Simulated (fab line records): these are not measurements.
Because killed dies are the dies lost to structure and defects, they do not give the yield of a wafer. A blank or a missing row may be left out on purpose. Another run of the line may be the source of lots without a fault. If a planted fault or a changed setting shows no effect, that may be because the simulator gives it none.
fab line records	flow sky130
record lots=12	wafers=36	last_day=50
route steps=708 shown VT_ADJUST_LVTN@117 VT_ADJUST_HVTR@141 VT_ADJUST_PCH@152 SONOS_TUNNEL@164 PAD_OPEN@708
lots that met no fault: from a run of the same line without faults
start_h: start of the lot's first displayed wafer, in hours after the record's first day	wait_h: hours since the lot's step before	" unchanged from the row above	L1.1+2: several wafers, shown together as one row	- no value present, or no start provided	* or withheld: withheld	< > ~ a bound
route shown NAME@n: NAME is a module with steps in the file, n the number in the route of the first one	usual: mean/standard deviation of fault-free wafers	same: alike in all rows	chamber/n: place in a boat	sites: readings site by site	_std_site: their standard deviation	_edge_site: the outer-site mean with the inner-site mean subtracted	radius_mm: for every site, how far away it sits from the centre of the wafer	mask NAME#n: copy n	behind: the last tool/chamber to shape the wafer	hold: what put the lot on hold/how long, in hours/how the hold closed	device: which transistor (n, p or np) failed to switch	end of line: the same wafers' tests at the end of the route	for a step that has no rows: nothing shown but its recipe	killed: count of dies lost to structure and defects at first sort (not the wafer's yield)	map: the dies of a wafer, with x for killed, . for not killed, _ for no die there
set.NAME: setting as actually run; set.NAME@STEP: the setting as run at that earlier step	model.NAME: the simulator's own value behind a step, which no gauge read
route steps across a sampled set of lots; one table per step, one row per wafer
services: from which hour (start_h, from the record's first day; less than 0 if before it) a tool's chamber was out of use, for how many hours, and why
## steps
# step SKY_VT_ADJUST_LVTN_STRIP_20
# recipe chemistry=O2/N2	power_w=1400	pressure_mtorr=1500	platen_temp_c=withheld	o2_flow_sccm=3000	n2_flow_sccm=300	overash_fraction=0.5
# usual drypump_motor_current_A=5.77/0.27	oes_product_au=0.715/0.0046	strip_time_to_endpoint_s=14.18/0.04
lot.wafer	tool	chamber	start_h	wait_h	drypump_motor_current_A	oes_product_au	rf_hours_counter_h	strip_time_to_endpoint_s
L252.1	plasma_asher-02	1	181.20	0.1	5.75	0.713	52	14.25
L252.3	"	1	"	"	5.76	0.710	-	14.23
L252.4	"	0	"	"	5.61	0.712	-	14.25
L251.3	plasma_asher-02	0	182.14	0.1	5.63	0.717	-	14.16
L251.4	"	1	"	"	5.80	0.715	-	14.17
L251.6	"	1	"	"	5.78	0.714	-	14.15
L261.2	plasma_asher-03	1	228.21	0.1	5.41	0.718	40	14.20
L261.4	"	0	"	"	5.65	0.717	-	14.16
L261.5	"	0	"	"	5.70	0.720	-	14.25
L260.2	plasma_asher-02	0	228.40	0.1	5.61	0.722	56	14.15
L260.4	"	1	"	"	5.81	0.711	-	14.16
L260.6	"	1	"	"	5.78	0.719	-	14.21
L263.3	plasma_asher-01	1	242.63	0.1	6.28	0.717	-	14.18
L263.5	"	0	"	"	6.01	0.721	-	14.15
L263.6	"	1	"	"	6.29	0.716	-	14.14
L265.2	plasma_asher-03	1	255.55	0.1	5.43	0.715	42	14.19
L265.3	"	0	"	"	5.65	0.716	-	14.21
L265.5	"	0	"	"	5.66	0.710	-	14.26
L266.2	plasma_asher-02	1	263.30	0.1	5.78	0.715	60	14.14
L266.3	"	1	"	"	5.81	0.711	-	14.17
L266.4	"	0	"	"	5.64	0.721	-	14.15
L268.1	plasma_asher-02	1	282.85	0.1	5.81	0.714	62	14.14
L268.4	"	0	"	"	5.61	0.721	-	14.16
L268.5	"	0	"	"	5.61	0.712	-	14.16
L270.1	plasma_asher-01	1	291.11	0.1	6.31	0.716	18	14.18
L270.2	"	0	"	"	5.93	0.718	18	14.16
L270.6	"	0	"	"	5.96	0.718	-	14.13
L271.4	plasma_asher-02	1	303.11	0.1	5.78	0.719	-	14.15
L271.5	"	0	"	"	5.61	0.709	-	14.21
L271.6	"	1	"	"	5.79	0.714	-	14.16
L273.1	plasma_asher-03	1	315.81	0.1	5.40	0.720	48	14.16
L273.3	"	1	"	"	5.41	0.712	-	14.11
L273.6	"	0	"	"	5.65	0.713	-	14.18
L274.2	plasma_asher-01	0	323.81	0.1	5.98	0.711	21	14.12
L274.4	"	0	"	"	5.97	0.707	-	14.14
L274.6	"	1	"	"	6.29	0.708	-	14.16
# step SKY_VT_ADJUST_HVTR_STRIP_10
# recipe chemistry=O2/N2	power_w=1400	pressure_mtorr=1500	platen_temp_c=withheld	o2_flow_sccm=3000	n2_flow_sccm=300	overash_fraction=0.5
# usual drypump_motor_current_A=5.8/0.32	oes_product_au=0.716/0.0041	strip_time_to_endpoint_s=14.297/0.028
lot.wafer	tool	chamber	start_h	wait_h	drypump_motor_current_A	oes_product_au	rf_hours_counter_h	strip_time_to_endpoint_s
L252.1	plasma_asher-03	0	223.91	0.1	5.7	0.720	40	14.325
L252.3	"	0	"	"	5.6	0.706	-	14.296
L252.4	"	1	"	"	5.4	0.708	-	14.294
L251.3	plasma_asher-03	1	225.24	0.1	5.4	0.718	-	14.356
L251.4	"	0	"	"	5.7	0.714	-	14.342
L251.6	"	0	"	"	5.6	0.714	-	14.324
L261.2	plasma_asher-04	0	275.97	0.1	5.6	0.715	59	14.301
L261.4	"	1	"	"	6.2	0.718	-	14.302
L261.5	"	1	"	"	6.2	0.714	-	14.318
L260.2	plasma_asher-03	1	276.62	0.1	5.4	0.714	43	14.301
L260.4	"	1	"	"	5.4	0.724	-	14.284
L260.6	"	0	"	"	5.7	0.717	-	14.294
L263.3	plasma_asher-04	0	292.31	0.1	5.6	0.713	-	14.340
L263.5	"	1	"	"	6.2	0.714	-	14.303
L263.6	"	0	"	"	5.6	0.709	-	14.302
L265.2	plasma_asher-04	1	305.16	0.1	6.2	0.714	62	14.303
L265.3	"	1	"	"	6.2	0.719	-	14.280
L265.5	"	0	"	"	5.6	0.712	-	14.348
L266.2	plasma_asher-04	0	309.83	0.1	5.6	0.715	62	14.347
L266.3	"	1	"	"	6.2	0.720	-	14.319
L266.4	"	0	"	"	5.6	0.721	-	14.334
L268.1	plasma_asher-03	1	330.16	0.1	5.4	0.716	49	14.292
L268.4	"	1	"	"	5.4	0.710	-	14.281
L268.5	"	1	"	"	5.4	0.718	-	14.311
L270.1	plasma_asher-03	1	339.36	0.1	5.4	0.721	50	14.289
L270.2	"	0	"	"	5.6	0.716	50	14.290
L270.6	"	0	"	"	5.7	0.715	-	14.286
L271.4	plasma_asher-01	0	350.59	0.1	6.0	0.716	-	14.324
L271.5	"	1	"	"	6.3	0.718	-	14.285
L271.6	"	0	"	"	6.0	0.719	-	14.293
L273.1	plasma_asher-04	0	368.12	0.1	5.6	0.711	68	14.367
L273.3	"	0	"	"	5.6	0.719	-	14.321
L273.6	"	0	"	"	5.6	0.717	-	14.323
L274.2	plasma_asher-01	1	377.92	0.1	6.3	0.717	26	14.301
L274.4	"	1	"	"	6.3	0.714	-	14.298
L274.6	"	1	"	"	6.3	0.714	-	14.352
# step SKY_VT_ADJUST_PCH_STRIP_09
# recipe chemistry=O2/N2	power_w=1400	pressure_mtorr=1500	platen_temp_c=withheld	o2_flow_sccm=3000	n2_flow_sccm=300	overash_fraction=0.5
# usual drypump_motor_current_A=5.77/0.27	oes_product_au=0.722/0.0045	strip_time_to_endpoint_s=36.88/0.14
lot.wafer	tool	chamber	start_h	wait_h	drypump_motor_current_A	oes_product_au	rf_hours_counter_h	strip_time_to_endpoint_s
L252.1	plasma_asher-03	0	246.71	0.1	5.64	0.723	41	36.86
L252.3	"	1	"	"	5.40	0.725	-	36.86
L252.4	"	0	"	"	5.64	0.727	-	36.79
L251.3	plasma_asher-02	0	248.84	0.1	5.62	0.727	-	37.02
L251.4	"	1	"	"	5.78	0.725	-	36.79
L251.6	"	1	"	"	5.76	0.728	-	36.85
L261.2	plasma_asher-04	1	303.01	0.1	6.18	0.730	61	37.05
L261.4	"	1	"	"	6.19	0.721	-	37.01
L261.5	"	0	"	"	5.58	0.721	-	36.86
L260.2	plasma_asher-04	1	303.16	0.1	6.19	0.725	61	36.91
L260.4	"	1	"	"	6.17	0.723	-	36.83
L260.6	"	0	"	"	5.55	0.725	-	36.93
L263.3	plasma_asher-02	1	315.54	0.1	5.81	0.707	-	36.86
L263.5	"	1	"	"	5.83	0.724	-	36.92
L263.6	"	0	"	"	5.60	0.725	-	36.95
L265.2	plasma_asher-04	0	327.79	0.1	5.59	0.717	64	36.82
L265.3	"	0	"	"	5.59	0.723	-	36.80
L265.5	"	0	"	"	5.58	0.729	-	36.70
L266.2	plasma_asher-02	0	332.55	0.1	5.63	0.730	67	37.00
L266.3	"	1	"	"	5.81	0.708	-	36.92
L266.4	"	0	"	"	5.63	0.720	-	36.91
L268.1	plasma_asher-02	0	358.79	0.1	5.62	0.726	69	36.67
L268.4	"	0	"	"	5.60	0.728	-	36.61
L268.5	"	1	"	"	5.83	0.717	-	36.81
L270.1	plasma_asher-03	0	366.26	0.1	5.67	0.720	53	36.83
L270.2	"	1	"	"	5.42	0.726	53	36.85
L270.6	"	1	"	"	5.44	0.722	-	36.86
L271.4	plasma_asher-03	1	378.99	0.1	5.42	0.721	-	36.89
L271.5	"	1	"	"	5.41	0.720	-	36.84
L271.6	"	0	"	"	5.66	0.717	-	36.95
L273.1	plasma_asher-04	1	396.80	0.1	6.20	0.722	71	36.78
L273.3	"	1	"	"	6.18	0.725	-	36.74
L273.6	"	0	"	"	5.60	0.717	-	36.86
L274.2	plasma_asher-04	1	405.74	0.1	6.19	0.722	71	36.95
L274.4	"	1	"	"	6.20	0.719	-	36.99
L274.6	"	1	"	"	6.19	0.713	-	36.79
# step SKY_SONOS_TUNNEL_WET_ETCH_10
# recipe chemistry=dHF	target_depth_nm=14	target=SiO2	dilution=100:1	temp_c=25	time_s=280
# usual bath_heat_duty_pct=6.4/0.67	run_length_s=307.6/3
lot.wafer	tool	chamber	start_h	wait_h	bath_heat_duty_pct	run_length_s
L252.1	wet_bench-02	3	271.48	0.1	7.9	306.3
L252.3	"	3	"	"	7.6	306.3
L252.4	"	3	"	"	7.5	306.3
L251.3	wet_bench-04	2	273.12	0.1	6.9	305.7
L251.4	"	2	"	"	7.7	305.7
L251.6	"	2	"	"	7.0	305.7
L261.2	wet_bench-02	2	324.72	0.1	-	-
L261.4	"	2	"	"	-	-
L261.5	"	2	"	"	-	-
L260.2	wet_bench-03	3	324.77	0.1	-	-
L260.4	"	3	"	"	-	-
L260.6	"	3	"	"	-	-
L263.3	wet_bench-04	2	340.37	0.1	6.6	305.1
L263.5	"	2	"	"	6.2	305.1
L263.6	"	2	"	"	6.5	305.1
L265.2	wet_bench-04	0	355.98	0.1	5.5	314.3
L265.3	"	0	"	"	5.1	314.3
L265.5	"	0	"	"	6.2	314.3
L266.2	wet_bench-02	3	361.26	0.1	8.1	312.6
L266.3	"	3	"	"	6.6	312.6
L266.4	"	3	"	"	7.3	312.6
L268.1	wet_bench-03	1	387.32	0.1	7.0	304.6
L268.4	"	1	"	"	5.9	304.6
L268.5	"	1	"	"	6.3	304.6
L270.1	wet_bench-04	2	395.07	0.1	6.3	312.7
L270.2	"	2	"	"	6.6	312.7
L270.6	"	2	"	"	6.3	312.7
L271.4	wet_bench-04	1	407.92	0.1	6.1	307.5
L271.5	"	1	"	"	6.8	307.5
L271.6	"	1	"	"	5.8	307.5
L273.1	wet_bench-03	2	425.27	0.1	6.3	306.0
L273.3	"	2	"	"	5.7	306.0
L273.6	"	2	"	"	6.2	306.0
L274.2	wet_bench-02	1	434.67	0.1	5.8	305.7
L274.4	"	1	"	"	6.1	305.7
L274.6	"	1	"	"	5.8	305.7
# step SKY_PAD_OPEN_PROBE_99
# usual killed_at_M0_to_M3=43/7.5	killed_at_M4_up=3.0/1.6	killed_at_contacts=23/5.8	killed_at_front_end=14/4.8	killed_at_other=0.3/0.52	killed_dies=84/9.1	killed_on_rim=16/3.4	killed_open=47/7.2	killed_short=37/5.8
# same gross_dies=492	killed_at_back_side=0
lot.wafer	tool	chamber	start_h	wait_h	killed_at_M0_to_M3	killed_at_M4_up	killed_at_contacts	killed_at_front_end	killed_at_other	killed_dies	killed_on_rim	killed_open	killed_short
L251.3	prober-02	-	1095.65	0.2	45	3	16	12	0	76	15	44	32
L251.4	prober-02	-	1095.70	0.2	42	2	36	12	0	92	14	50	42
L251.6	prober-02	-	1095.80	0.2	34	3	26	16	0	79	16	43	33
L252.1	prober-01	-	1096.01	0.1	38	4	26	7	2	77	19	46	31
L252.3	prober-01	-	1096.11	0.2	47	3	23	12	0	85	17	45	40
L252.4	prober-01	-	1096.16	0.2	39	1	22	13	0	75	15	46	29
L261.2	prober-01	-	1140.14	0.1	36	5	25	425	1	492	96	52	36
L261.4	prober-01	-	1140.24	0.2	45	3	29	414	1	492	96	56	41
L261.5	prober-01	-	1140.29	0.2	29	5	30	427	1	492	96	58	36
L260.2	prober-02	-	1143.68	0.1	49	5	20	418	0	492	96	48	43
L260.4	prober-02	-	1143.78	0.2	44	3	24	421	0	492	96	44	33
L260.6	prober-02	-	1143.88	0.2	49	2	26	415	0	492	96	46	42
L263.3	prober-02	-	1145.23	0.2	39	4	13	15	0	71	10	38	33
L263.5	prober-02	-	1145.33	0.2	42	5	20	15	0	82	21	39	43
L263.6	prober-02	-	1145.38	0.2	49	5	21	14	0	89	14	58	31
L265.2	prober-02	-	1160.31	0.1	45	5	23	16	0	89	18	44	45
L265.3	prober-02	-	1160.36	0.2	51	3	25	21	1	101	24	58	43
L265.5	prober-02	-	1160.46	0.2	42	3	26	15	0	86	19	50	36
L266.2	prober-01	-	1160.55	0.1	48	3	21	11	0	83	12	35	48
L266.3	prober-01	-	1160.60	0.2	51	4	15	7	0	77	13	48	29
L266.4	prober-01	-	1160.65	0.2	30	3	26	13	0	72	12	41	31
L268.1	prober-01	-	1174.59	0.1	52	2	19	14	0	87	17	52	35
L268.4	prober-01	-	1174.74	0.2	54	4	32	13	0	103	19	65	38
L268.5	prober-01	-	1174.79	0.2	38	3	26	14	0	81	13	51	30
L270.1	prober-01	-	1183.98	0.1	50	2	19	7	1	79	13	51	28
L270.2	prober-01	-	1184.03	0.1	50	4	18	10	0	82	22	40	42
L270.6	prober-01	-	1184.23	0.2	45	0	21	12	1	79	15	46	33
L271.4	prober-02	-	1185.63	0.2	41	4	28	17	0	90	17	49	41
L271.5	prober-02	-	1185.68	0.2	33	4	29	10	0	76	16	40	36
L271.6	prober-02	-	1185.73	0.2	47	1	22	14	0	84	17	48	36
L273.1	prober-02	-	1198.13	0.1	55	1	16	8	1	81	21	47	34
L273.3	prober-02	-	1198.23	0.2	49	4	15	15	0	83	20	50	33
L273.6	prober-02	-	1198.38	0.2	52	3	29	18	0	102	18	58	44
L274.2	prober-01	-	1199.54	0.1	51	1	33	18	0	103	23	57	46
L274.4	prober-01	-	1199.64	0.2	48	0	23	15	1	87	18	50	37
L274.6	prober-01	-	1199.74	0.2	39	4	33	27	0	103	20	67	36
# killed by level:class
L251.3 VIA1:geometric_particle:open=12 METAL2:geometric_particle:short=8 CONTACT:geometric_particle:open=7 LI_CONTACT:geometric_particle:open=6 VIA1:geometric_particle:short=5 VIA2:geometric_particle:open=5 VIA3:geometric_particle:open=4 POLY_GATE:geometric_particle:open=3
L251.4 CONTACT:geometric_particle:open=13 VIA3:geometric_particle:short=10 VIA1:geometric_particle:open=9 LI_CONTACT:geometric_particle:open=8 CONTACT:geometric_particle:short=6 LOCAL_INTERCONNECT:geometric_particle:short=5 VIA3:geometric_particle:open=5 METAL1:geometric_particle:short=4
L251.6 LI_CONTACT:geometric_particle:open=9 CONTACT:geometric_particle:open=9 VIA1:geometric_particle:open=9 VIA2:geometric_particle:open=7 LOCAL_INTERCONNECT:geometric_particle:short=5 FIELD_ISO:geometric_particle:short=4 VIA1:geometric_particle:short=4 FIELD_ISO:geometric_particle:open=3
L252.1 CONTACT:geometric_particle:open=13 VIA3:geometric_particle:open=9 VIA1:geometric_particle:open=8 CONTACT:geometric_particle:short=5 VIA3:geometric_particle:short=5 LI_CONTACT:geometric_particle:open=4 LI_CONTACT:geometric_particle:short=3 METAL2:geometric_particle:short=3
L252.3 VIA3:geometric_particle:open=10 CONTACT:geometric_particle:open=8 METAL1:geometric_particle:short=7 LI_CONTACT:geometric_particle:open=6 VIA1:geometric_particle:open=6 VIA2:geometric_particle:open=6 VIA1:geometric_particle:short=5 CONTACT:geometric_particle:short=4
L252.4 LI_CONTACT:geometric_particle:open=10 CONTACT:geometric_particle:open=9 VIA1:geometric_particle:short=7 VIA1:geometric_particle:open=6 VIA3:geometric_particle:open=5 VIA2:geometric_particle:open=5 POLY_CUT:geometric_particle:open=4 METAL2:geometric_particle:short=4
L261.2 SONOS_TUNNEL:area_etch=404 LI_CONTACT:geometric_particle:open=11 VIA2:geometric_particle:open=8 VIA1:geometric_particle:open=6 VIA3:geometric_particle:open=6 FIELD_ISO:geometric_particle:open=5 POLY_GATE:geometric_particle:open=5 METAL1:geometric_particle:short=5
L261.4 SONOS_TUNNEL:area_etch=395 CONTACT:geometric_particle:open=11 LI_CONTACT:geometric_particle:open=9 METAL2:geometric_particle:short=9 VIA2:geometric_particle:open=9 FIELD_ISO:geometric_particle:open=8 METAL1:geometric_particle:short=8 VIA1:geometric_particle:open=6
L261.5 SONOS_TUNNEL:area_etch=398 LI_CONTACT:geometric_particle:open=11 POLY_GATE:geometric_particle:open=8 VIA1:geometric_particle:open=8 CONTACT:geometric_particle:open=7 FIELD_ISO:geometric_particle:open=6 CONTACT:geometric_particle:short=6 VIA3:geometric_particle:open=5
L260.2 SONOS_TUNNEL:area_etch=401 VIA2:geometric_particle:open=11 LI_CONTACT:geometric_particle:open=8 METAL2:geometric_particle:short=7 VIA3:geometric_particle:open=7 LOCAL_INTERCONNECT:geometric_particle:short=6 FIELD_ISO:geometric_particle:open=5 VIA2:geometric_particle:short=5
L260.4 SONOS_TUNNEL:area_etch=415 LI_CONTACT:geometric_particle:open=11 VIA1:geometric_particle:open=10 VIA2:geometric_particle:open=8 CONTACT:geometric_particle:open=7 METAL1:geometric_particle:short=6 METAL2:geometric_particle:short=6 VIA3:geometric_particle:open=4
L260.6 SONOS_TUNNEL:area_etch=404 VIA2:geometric_particle:open=9 CONTACT:geometric_particle:open=8 LI_CONTACT:geometric_particle:open=7 VIA1:geometric_particle:open=7 VIA1:geometric_particle:short=7 VIA3:geometric_particle:open=7 METAL1:geometric_particle:short=6
L263.3 VIA3:geometric_particle:open=8 VIA2:geometric_particle:open=6 FIELD_ISO:geometric_particle:short=5 CONTACT:geometric_particle:open=5 METAL1:geometric_particle:short=5 METAL3:geometric_particle:short=4 POLY_GATE:geometric_particle:open=4 VIA1:geometric_particle:short=4
L263.5 VIA1:geometric_particle:open=9 VIA3:geometric_particle:open=9 LOCAL_INTERCONNECT:geometric_particle:short=7 VIA3:geometric_particle:short=6 POLY_GATE:geometric_particle:short=5 CONTACT:geometric_particle:open=5 LI_CONTACT:geometric_particle:open=4 METAL1:geometric_particle:short=4
L263.6 CONTACT:geometric_particle:open=12 VIA3:geometric_particle:open=12 VIA1:geometric_particle:open=11 VIA2:geometric_particle:open=7 FIELD_ISO:geometric_particle:open=5 VIA1:geometric_particle:short=4 METAL4:geometric_particle:short=4 FIELD_ISO:geometric_particle:short=3
L265.2 METAL1:geometric_particle:short=10 FIELD_ISO:geometric_particle:open=8 VIA2:geometric_particle:short=7 VIA2:geometric_particle:open=7 LI_CONTACT:geometric_particle:open=6 CONTACT:geometric_particle:open=6 VIA1:geometric_particle:open=5 METAL2:geometric_particle:short=5
L265.3 VIA1:geometric_particle:open=11 VIA2:geometric_particle:open=11 FIELD_ISO:geometric_particle:open=9 LI_CONTACT:geometric_particle:open=9 METAL1:geometric_particle:short=9 CONTACT:geometric_particle:open=8 METAL2:geometric_particle:short=5 FIELD_ISO:geometric_particle:short=4
L265.5 METAL1:geometric_particle:short=10 CONTACT:geometric_particle:open=9 VIA2:geometric_particle:open=8 VIA1:geometric_particle:open=7 FIELD_ISO:geometric_particle:open=6 LI_CONTACT:geometric_particle:open=6 CONTACT:geometric_particle:short=6 VIA3:geometric_particle:open=4
L266.2 METAL1:geometric_particle:short=9 VIA1:geometric_particle:open=9 CONTACT:geometric_particle:short=7 VIA1:geometric_particle:short=7 LOCAL_INTERCONNECT:geometric_particle:short=6 CONTACT:geometric_particle:open=6 METAL2:geometric_particle:short=6 VIA3:geometric_particle:open=4
L266.3 VIA1:geometric_particle:open=16 VIA2:geometric_particle:open=7 LI_CONTACT:geometric_particle:open=7 VIA3:geometric_particle:open=7 METAL2:geometric_particle:short=6 CONTACT:geometric_particle:open=5 VIA1:geometric_particle:short=5 FIELD_ISO:geometric_particle:short=4
L266.4 CONTACT:geometric_particle:open=10 LI_CONTACT:geometric_particle:open=9 VIA1:geometric_particle:open=7 METAL2:geometric_particle:short=7 FIELD_ISO:geometric_particle:open=6 METAL1:geometric_particle:short=4 METAL4:geometric_particle:short=3 LI_CONTACT:geometric_particle:short=3
L268.1 VIA1:geometric_particle:open=16 CONTACT:geometric_particle:open=8 VIA2:geometric_particle:open=8 VIA3:geometric_particle:open=7 CONTACT:geometric_particle:short=6 VIA1:geometric_particle:short=6 METAL2:geometric_particle:short=5 FIELD_ISO:geometric_particle:open=3
L268.4 CONTACT:geometric_particle:open=14 LI_CONTACT:geometric_particle:open=10 VIA1:geometric_particle:open=10 VIA2:geometric_particle:open=9 VIA3:geometric_particle:open=7 CONTACT:geometric_particle:short=5 METAL1:geometric_particle:short=5 METAL2:geometric_particle:short=5
L268.5 CONTACT:geometric_particle:open=13 VIA3:geometric_particle:open=9 VIA2:geometric_particle:open=7 LI_CONTACT:geometric_particle:open=7 VIA1:geometric_particle:open=5 FIELD_ISO:geometric_particle:open=4 METAL1:geometric_particle:short=4 CONTACT:geometric_particle:short=4
L270.1 VIA1:geometric_particle:open=15 VIA3:geometric_particle:open=9 CONTACT:geometric_particle:open=8 VIA2:geometric_particle:open=7 VIA1:geometric_particle:short=7 LI_CONTACT:geometric_particle:open=6 FIELD_ISO:geometric_particle:open=3 LI_CONTACT:geometric_particle:short=3
L270.2 VIA1:geometric_particle:open=16 METAL1:geometric_particle:short=6 LI_CONTACT:geometric_particle:open=5 VIA3:geometric_particle:open=5 FIELD_ISO:geometric_particle:short=4 VIA2:geometric_particle:short=4 LI_CONTACT:geometric_particle:short=4 VIA1:geometric_particle:short=4
L270.6 VIA1:geometric_particle:open=13 VIA2:geometric_particle:open=7 LI_CONTACT:geometric_particle:open=6 VIA1:geometric_particle:short=6 CONTACT:geometric_particle:open=5 METAL2:geometric_particle:short=5 FIELD_ISO:geometric_particle:short=4 POLY_GATE:geometric_particle:open=4
L271.4 VIA1:geometric_particle:open=11 LI_CONTACT:geometric_particle:open=9 CONTACT:geometric_particle:open=7 METAL1:geometric_particle:short=7 VIA1:geometric_particle:short=7 POLY_GATE:geometric_particle:short=6 FIELD_ISO:geometric_particle:short=5 LOCAL_INTERCONNECT:geometric_particle:short=5
L271.5 CONTACT:geometric_particle:open=11 VIA1:geometric_particle:open=8 METAL1:geometric_particle:short=8 LI_CONTACT:geometric_particle:open=7 CONTACT:geometric_particle:short=6 FIELD_ISO:geometric_particle:short=5 VIA2:geometric_particle:open=5 VIA3:geometric_particle:short=4
L271.6 VIA1:geometric_particle:open=10 CONTACT:geometric_particle:open=8 VIA2:geometric_particle:open=8 CONTACT:geometric_particle:short=6 METAL2:geometric_particle:short=6 LI_CONTACT:geometric_particle:open=5 VIA3:geometric_particle:short=5 VIA3:geometric_particle:open=4
L273.1 VIA1:geometric_particle:open=15 VIA3:geometric_particle:open=8 METAL1:geometric_particle:short=8 METAL2:geometric_particle:short=7 LI_CONTACT:geometric_particle:open=6 CONTACT:geometric_particle:open=6 METAL2:geometric_particle:open=4 METAL3:geometric_particle:short=4
L273.3 VIA1:geometric_particle:open=14 VIA2:geometric_particle:open=11 POLY_GATE:geometric_particle:open=5 VIA3:geometric_particle:open=5 LI_CONTACT:geometric_particle:short=5 METAL1:geometric_particle:short=4 FIELD_ISO:geometric_particle:open=3 LI_CONTACT:geometric_particle:open=3
L273.6 VIA1:geometric_particle:open=15 LI_CONTACT:geometric_particle:open=9 CONTACT:geometric_particle:open=9 VIA3:geometric_particle:open=9 METAL2:geometric_particle:short=7 VIA2:geometric_particle:short=6 FIELD_ISO:geometric_particle:short=5 POLY_GATE:geometric_particle:short=5
L274.2 CONTACT:geometric_particle:open=17 VIA1:geometric_particle:open=13 VIA1:geometric_particle:short=8 LI_CONTACT:geometric_particle:open=7 METAL2:geometric_particle:short=7 FIELD_ISO:geometric_particle:short=6 CONTACT:geometric_particle:short=6 VIA2:geometric_particle:open=6
L274.4 VIA1:geometric_particle:open=10 CONTACT:geometric_particle:open=9 VIA3:geometric_particle:open=8 FIELD_ISO:geometric_particle:open=6 METAL1:geometric_particle:short=6 CONTACT:geometric_particle:short=6 METAL2:geometric_particle:short=6 LI_CONTACT:geometric_particle:open=5
L274.6 VIA1:geometric_particle:open=14 CONTACT:geometric_particle:open=13 FIELD_ISO:geometric_particle:open=9 LI_CONTACT:geometric_particle:open=9 CONTACT:geometric_particle:short=7 POLY_GATE:geometric_particle:short=5 POLY_GATE:geometric_particle:open=5 METAL2:geometric_particle:short=5
## services
tool	chamber	start_h	hours	kind
plasma_asher-01	-	212.78	2.8	pm
plasma_asher-03	-	230.72	14.6	pm
wet_bench-02	-	253.06	1.6	repair
plasma_asher-02	-	307.86	1.8	repair
wet_bench-03	-	308.35	1.5	repair
wet_bench-03	-	317.79	2.0	repair
wet_bench-03	-	331.51	2.0	repair
plasma_asher-01	-	360.87	1.6	repair
plasma_asher-04	-	384.05	2.2	repair
plasma_asher-04	-	401.92	2.2	repair
plasma_asher-04	-	421.25	9.0	pm
plasma_asher-04	0	421.25	9.0	vent_cycle
plasma_asher-04	1	421.25	9.0	vent_cycle
wet_bench-04	-	428.47	1.1	repair
plasma_asher-04	0	430.25	-	clean
plasma_asher-04	1	430.25	-	clean
## key
first_sign step=SKY_SONOS_TUNNEL_WET_ETCH_10	reading=tool_record	direction=missing
effect step=SKY_PAD_OPEN_PROBE_99	reading=killed_at_front_end	direction=up	sigmas=85	usual=14	struck=420
more_kills_born_at SKY_SONOS_TUNNEL_WET_ETCH_10@wet_bench-03=1220	SKY_SONOS_TUNNEL_WET_ETCH_10@wet_bench-02=1197
met_at SKY_SONOS_TUNNEL_WET_ETCH_10
struck_lots L260,L261
later_rows_left_out L260.2,L260.4,L260.6,L261.2,L261.4,L261.5
tester_left_out L260,L261
not_acting_at SKY_VT_ADJUST_LVTN_STRIP_20,SKY_VT_ADJUST_HVTR_STRIP_10,SKY_VT_ADJUST_PCH_STRIP_09
onset_between 271.48 324.72
fault kind=skipped_step_whole	tool=wet_bench-02,wet_bench-03	chamber=-	onset_h=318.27	steps=SKY_SONOS_TUNNEL_WET_ETCH_10	scope=struck_lots_only
# tester_left_out: of these lots the tester's yield and bins aren't shown, on N5 and GAA mostly nor the transistor test; their killed dies are dies lost to structure and defects alone, not to doping, threshold or leakage, so they don't give the yield
# later_rows_left_out: the simulator's readings of these wafers behind a module that went badly wrong aren't trusted and aren't shown, but for the sort
